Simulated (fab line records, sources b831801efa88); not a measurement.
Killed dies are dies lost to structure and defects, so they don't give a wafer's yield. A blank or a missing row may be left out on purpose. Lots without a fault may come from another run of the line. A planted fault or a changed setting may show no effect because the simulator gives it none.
Problem report in the 8D (eight disciplines) form, filled by code | flow sky130 | the parts of the form that need people (team, actions taken, sign-off) are left out

1. THE PROBLEM
beam_energy_keV at SKY_LDD_N_IMPLANT_11 reads a mean of 21.726 on 6 wafers of 2 lots; wafers without a fault read 20.001 with a standard deviation of 0.0057. That is +99 or more standard deviations from the usual mean.
First seen on wafer L974.2, day 22 22:49, on implanter-03. The record holds 18 wafers of 6 lots with a number at this step. Rule for "out", or "out of limits": more than 4 standard deviations from the usual mean. The other wafers with a number count as sound.

2. WHAT IT IS AND WHAT IT IS NOT
question                    | is                     | is not
which readings at this step | beam_energy_keV        | faraday_current_uA
which lots                  | L974, L978             | L962, L964, L976, L979
which wafers of those lots  | all that have a number | -
read on which tools         | implanter-03           | implanter-02, implanter-04
when                        | from day 22 22:49      | up to then (6 sound wafers); but 6 sound wafers of L976, L979 came after

3. SUSPECTS, AND WHAT RULES EACH OUT
Counting: a tool at a process step up to the reading stays a suspect if it ran every lot that is out and no sound lot after the first of them.
- implanter-03 at SKY_LDD_N_IMPLANT_11: kept. It ran every lot that is out, first L974 (day 22 22:49), and no sound lot after that; its last sound lot up to then is L964 (day 18 20:17). Its own readings are out on those wafers: beam_energy_keV.
Left after counting: implanter-03 at SKY_LDD_N_IMPLANT_11.

4. THE CAUSE (what the simulator had put in)
Process parameter drift: implanter-03, from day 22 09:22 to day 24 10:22, at SKY_LDD_N_IMPLANT_11. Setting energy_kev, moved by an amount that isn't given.
Counting left only this tool.

5. THE CHAIN OF EFFECTS, in route order
Each row: a reading whose mean over the struck wafers that have a number lies more than 3 standard deviations from the usual. Only readings for which the record gives a usual standard deviation are gone through. hours: the time from each lot's start at the first step in this table that gives one to its start at this step, as a median over the lots. sigmas: the change in usual standard deviations.
hours | step                 | reading         | usual  | on struck wafers | change | sigmas
0     | SKY_LDD_N_IMPLANT_11 | beam_energy_keV | 20.001 | 21.726           | +1.725 | +99 or more
The process steps in it:
- SKY_LDD_N_IMPLANT_11

6. WHAT WOULD HAVE CAUGHT IT SOONER
In this record the first reading out of limits was taken at day 22 22:49, 13 hours after the fault began at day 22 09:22.
